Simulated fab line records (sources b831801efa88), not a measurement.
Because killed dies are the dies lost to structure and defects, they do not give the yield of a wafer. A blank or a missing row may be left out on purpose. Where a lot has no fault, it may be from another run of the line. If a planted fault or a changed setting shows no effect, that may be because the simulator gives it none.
Which of the tools did it?	flow gf180mcu	6 lots with 18 wafers sampled at 2 steps, on a route of 602 steps

## WHAT THE GAUGES SHOWED, per wafer
GF_STI_THK_MEAS_24.
lot	measured	on	STI_CVD_23_THK (nm)
L881	day 2 10:17	film metro-03	656 654 656
L883	day 2 18:47	film metro-01	645 645 646
L885	day 3 06:36	film metro-03	648 637 638
L891	day 4 14:10	film metro-01	384 658 371
L893	day 5 02:00	film metro-03	378 647 375
L899	day 6 07:38	film metro-01	649 651 641

## WHAT TOOL EACH LOT RAN ON (gives the tool, then ch and the chambers of the sampled wafers, and finally the start)
lot	GF_STI_CVD_23
L881	hdpcvd-02 ch 0,1, day 2 10:11
L883	hdpcvd-02 ch 0,1,2, day 2 18:42
L885	hdpcvd-02 ch 0,1,2, day 3 06:31
L891	hdpcvd-02 ch 0,2, day 4 14:05
L893	hdpcvd-02 ch 0,1,2, day 5 01:55
L899	hdpcvd-01 ch 1,2, day 6 07:33
- GF_STI_CVD_23: deposits SiO2, target thk 650 nm, time 108.3 s.

## THE ANSWER, worked out from the rows above alone
Rule: the usual values come from the lots themselves. Put in order of their means at a reading, lots are off if they are a third of the lots or fewer, leave a main group of 4 or more, and stand apart from it by a gap of 3 or more times the standard deviation of the main group's means; of several such gaps the widest counts. A main group is skipped when, at the precision printed for the reading in the tables above, its means are all equal. A lot without any number at a reading at which 4 lots or more have one is off too. All remaining lots with rows at the step are treated as sound.
Off: L891, L893, seen at GF_STI_THK_MEAS_24 (STI_CVD_23_THK). The main group has a mean of 647 nm with a standard deviation of 5.2.
A tool fits if, at a process step before that reading, it ran every lot that is off, and no sound lot after the first of them. Gauges at GF_STI_THK_MEAS_24: tried the same way as those tools. One candidate fits, namely hdpcvd-02 at GF_STI_CVD_23. A fault onset in the window from L885 (day 3 06:31, its last sound lot) to L891 (day 4 14:05, its first lot off) fits.

## WHAT THE SIMULATOR PUT IN
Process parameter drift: hdpcvd-02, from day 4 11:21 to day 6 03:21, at GF_STI_CVD_23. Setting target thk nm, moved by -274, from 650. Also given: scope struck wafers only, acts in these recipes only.
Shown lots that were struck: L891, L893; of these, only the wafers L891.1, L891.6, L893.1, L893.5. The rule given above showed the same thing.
